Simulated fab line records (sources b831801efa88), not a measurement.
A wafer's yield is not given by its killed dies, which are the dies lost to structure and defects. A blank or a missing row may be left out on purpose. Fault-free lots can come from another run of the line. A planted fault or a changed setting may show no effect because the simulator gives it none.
Which of the tools did it?    flow gf180mcu    11 lots with 33 wafers sampled at 7 steps, on a route of 602 steps

WHAT THE GAUGES READ, wafer by wafer
GF_V1_RS_MEAS_24: uses a four-point probe to measure.
lot   measured      on             V1_W_RS (ohm/sq)
L272  day 18 20:02  film metro-01  0.324 0.324 0.323
L278  day 21 08:19  film metro-04  0.212 0.213 0.322
L279  day 21 10:55  film metro-04  0.214 0.215 0.325
L285  day 24 01:20  film metro-04  0.328 0.326 0.328
L284  day 24 02:59  film metro-03  0.326 0.326 0.326
L286  day 24 05:52  film metro-04  0.330 0.327 0.332
L287  day 24 12:46  film metro-01  0.320 0.321 0.325
L288  day 24 20:41  film metro-03  0.330 0.320 0.318
L290  day 25 01:58  film metro-03  0.316 0.325 0.318
L292  day 25 14:16  film metro-03  0.323 0.319 0.326
L294  day 26 00:16  film metro-03  0.321 0.323 0.322

GF_V1_THK_MEAS_25: measures by xrf.
lot   measured      on             V1_W_THK (nm)
L272  day 18 20:10  film metro-01  355 356 359
L278  day 21 08:25  film metro-04  557 541 359
L279  day 21 11:01  film metro-04  540 533 357
L285  day 24 01:26  film metro-04  351 353 353
L284  day 24 03:07  film metro-03  354 351 353
L286  day 24 05:59  film metro-04  352 354 348
L287  day 24 12:53  film metro-01  366 362 357
L288  day 24 20:49  film metro-03  348 359 359
L290  day 25 02:05  film metro-03  363 351 363
L292  day 25 14:22  film metro-03  357 360 353
L294  day 26 00:22  film metro-03  357 355 358

GF_M2_CD_MEAS_14 targets a cd of 280 nm.
lot   measured      on         cd nm (nm)
L272  day 19 21:05  cd sem-01  279.0 278.3 279.3
L278  day 22 08:45  cd sem-02  280.1 280.1 280.2
L279  day 22 11:27  cd sem-01  280.1 280.1 280.6
L285  day 25 00:35  cd sem-02  282.0 281.0 282.0
L284  day 25 02:28  cd sem-02  277.7 279.5 279.6
L286  day 25 03:44  cd sem-02  280.6 279.8 279.8
L287  day 25 11:14  cd sem-01  279.3 279.3 281.4
L288  day 25 18:56  cd sem-01  278.8 280.2 278.9
L290  day 25 22:59  cd sem-01  279.4 279.1 280.0
L292  day 26 11:00  cd sem-02  279.8 280.5 280.6
L294  day 26 21:19  cd sem-01  280.6 280.8 281.7

TOOL THAT RAN EACH LOT (tool first, then ch and the chambers of the sampled wafers, then the start)
lot   GF_CONTACT_CVD_24              GF_M1_SPUTTER_01              GF_V1_CVD_23                   GF_V1_CMP_26
L272  cvd w-02 ch 0, day 16 19:19    pvd sputter-03, day 16 20:05  cvd w-02 ch 0, day 18 19:56    cmp-02 ch 1,2,3, day 18 20:16
L278  cvd w-02 ch 0,1, day 19 04:49  pvd sputter-01, day 19 05:43  cvd w-02 ch 0, day 21 08:11    cmp-02 ch 0,1, day 21 08:28
L279  cvd w-02 ch 0,1, day 19 08:01  pvd sputter-03, day 19 08:52  cvd w-02 ch 0,1, day 21 10:47  cmp-01 ch 2,3, day 21 11:07
L285  cvd w-02 ch 0,1, day 21 23:42  pvd sputter-01, day 22 00:23  cvd w-01 ch 0,1, day 24 01:12  cmp-01 ch 1,2,3, day 24 01:29
L284  cvd w-02 ch 0,1, day 22 02:17  pvd sputter-01, day 22 02:58  cvd w-01 ch 0,1, day 24 02:52  cmp-01 ch 0,1,2, day 24 03:13
L286  cvd w-01 ch 0,1, day 22 04:23  pvd sputter-04, day 22 05:04  cvd w-02 ch 0,1, day 24 05:42  cmp-01 ch 0,1,2, day 24 06:05
L287  cvd w-02 ch 0,1, day 22 10:41  pvd sputter-04, day 22 11:22  cvd w-02 ch 0,1, day 24 12:40  cmp-01 ch 0,1,3, day 24 13:00
L288  cvd w-01 ch 0,1, day 22 20:26  pvd sputter-03, day 22 21:07  cvd w-02 ch 0,1, day 24 20:34  cmp-02 ch 0,3, day 24 20:55
L290  cvd w-02 ch 1, day 23 01:20    pvd sputter-04, day 23 02:07  cvd w-02 ch 0,1, day 25 01:52  cmp-02 ch 1,2,3, day 25 02:09
L292  cvd w-02 ch 1, day 23 15:08    pvd sputter-04, day 23 16:02  cvd w-02 ch 0,1, day 25 14:08  cmp-01 ch 1,3, day 25 14:28
L294  cvd w-02 ch 1, day 24 01:13    pvd sputter-01, day 24 02:11  cvd w-02 ch 0,1, day 26 00:08  cmp-01 ch 0,1,3, day 26 00:24
- GF_CONTACT_CVD_24: deposits W, target thk 300 nm, time 90.339 s.
- GF_M1_SPUTTER_01: material TiN, target thk 30 nm, time 25 s.
- GF_V1_CVD_23: deposits W, target thk 350 nm, time 105.05 s.
- GF_V1_CMP_26: polishes, stops on SiO2, t overpolish 15 s, target thk 0 nm.

AS READ BY THE TOOLS THEMSELVES (means over the sampled wafers that have a number; for cases with no such wafer, the mark the record gives instead)
GF_CONTACT_CVD_24.
lot   tool      heater power w (W)  susceptor temp C (C)
L272  cvd w-02  958                 400.18
L278  cvd w-02  876                 399.96
L279  cvd w-02  878                 400.15
L285  cvd w-02  881                 399.76
L284  cvd w-02  871                 400.14
L286  cvd w-01  825                 400.07
L287  cvd w-02  883                 399.97
L288  cvd w-01  840                 400.21
L290  cvd w-02  877                 400.22
L292  cvd w-02  894                 400.07
L294  cvd w-02  886                 400.15

GF_M1_SPUTTER_01.
lot   tool            throttle valve pct (%)
L272  pvd sputter-03  30.7
L278  pvd sputter-01  29.4
L279  pvd sputter-03  30.5
L285  pvd sputter-01  29.6
L284  pvd sputter-01  30.3
L286  pvd sputter-04  29.8
L287  pvd sputter-04  30.3
L288  pvd sputter-03  31.0
L290  pvd sputter-04  29.7
L292  pvd sputter-04  28.5
L294  pvd sputter-01  30.1

GF_V1_CVD_23.
lot   tool      heater power w (W)  susceptor temp C (C)
L272  cvd w-02  869                 399.90
L278  cvd w-02  873                 399.93
L279  cvd w-02  875                 400.23
L285  cvd w-01  853                 400.21
L284  cvd w-01  858                 400.32
L286  cvd w-02  874                 399.82
L287  cvd w-02  890                 400.12
L288  cvd w-02  892                 400.02
L290  cvd w-02  885                 399.99
L292  cvd w-02  893                 400.10
L294  cvd w-02  879                 399.95

GF_V1_CMP_26.
lot   tool    motor current A (A)  time to endpoint s (s)
L272  cmp-02  11.0                 90
L278  cmp-02  10.9                 117
L279  cmp-01  10.3                 121
L285  cmp-01  11.1                 87
L284  cmp-01  12.2                 90
L286  cmp-01  12.7                 89
L287  cmp-01  10.7                 87
L288  cmp-02  12.6                 90
L290  cmp-02  11.0                 89
L292  cmp-01  10.4                 86
L294  cmp-01  11.2                 84

THE ANSWER, worked out from the rows above alone
Rule: what is usual is taken from the lots themselves. The widest of any qualifying gaps counts: lots, ordered by their means at a reading, are off when they make up no more than a third of the lots, leave a main group of 4 or more, and stand apart from it by 3 or more times the standard deviation of that group's means. Not used: any main group whose means are identical at the precision the tables above print for the reading. A lot without any number at a reading at which 4 lots or more have one is off too. All remaining lots with rows at the step are treated as sound. Order of review: gauges by route order, followed by the tools' own readings, for which a lot's mean as printed above is used. The first step at which some lot is off is used, and at that step the reading that is off furthest; a lot without a number counts as furthest.
Off: at GF_V1_RS_MEAS_24 (V1_W_RS), L278, L279. Mean 0.324 ohm/sq and standard deviation 0.0029 in the main group.
A tool fits if, at a process step before that reading, it ran every lot that is off, and no sound lot after the first of them. The gauges at GF_V1_RS_MEAS_24 aren't tried: what is off there is off at GF_V1_CMP_26 too, on other tools, and a gauge's error can't cause that. Not one of the candidates tried fits.

WHAT HAD BEEN PUT IN BY THE SIMULATOR
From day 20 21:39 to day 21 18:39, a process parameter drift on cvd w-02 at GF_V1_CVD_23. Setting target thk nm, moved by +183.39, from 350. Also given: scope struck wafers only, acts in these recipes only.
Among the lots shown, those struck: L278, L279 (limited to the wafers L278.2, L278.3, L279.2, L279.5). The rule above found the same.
